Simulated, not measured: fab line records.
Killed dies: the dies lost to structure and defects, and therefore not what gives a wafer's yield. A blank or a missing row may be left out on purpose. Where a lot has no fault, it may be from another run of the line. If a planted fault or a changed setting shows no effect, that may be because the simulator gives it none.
Chamber matching    flow sky130    cmp-01 running SKY_CONTACT_CMP_04: 4 sister chambers
The step polishes SiO2. 4 wafers are shown with their chamber, then 10 later ones without.

== EACH WAFER AND ITS CHAMBER ==
wafer   chamber  motor-current-A (A)
L730.5  0        9.7
L737.1  2        13.5
L737.5  3        10.9
L738.2  1        11.7

== WAFERS MISSING THEIR CHAMBER ==
wafer   motor-current-A (A)
L738.6  9.5
L743.2  10.3
L743.4  9.0
L743.6  10.0
L745.1  9.6
L745.3  10.3
L745.6  11.1
L748.2  9.7
L748.5  9.5
L748.6  12.1

== EACH ONE'S CHAMBER ==
wafer   from the rows above      in truth
L738.6  0                        0
L743.2  can't be placed: 3 or 0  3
L743.4  0                        0
L743.6  can't be placed: 0 or 3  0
L745.1  0                        0
L745.3  can't be placed: 3 or 0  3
L745.6  can't be placed: 3 or 1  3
L748.2  0                        0
L748.5  0                        0
L748.6  1                        1
6 of 10 placed correctly. From these rows, 4 cannot be placed; in 4 the true chamber is one of the candidates. Number placed wrongly: 0.
How it was worked out, from the rows above alone: a wafer's distance from a chamber is the root of the sum, over the readings, of the square of ((its reading less the chamber's mean) divided by the reading's scatter). If the next closest chamber is less than 2 further off than the closest, the wafer can't be placed; otherwise it belongs to the closest. For every chamber, the mean is computed from those of its wafers that are shown. The scatter: root of mean squared gap, hidden wafer to nearest shown wafer, with one shown wafer a chamber.
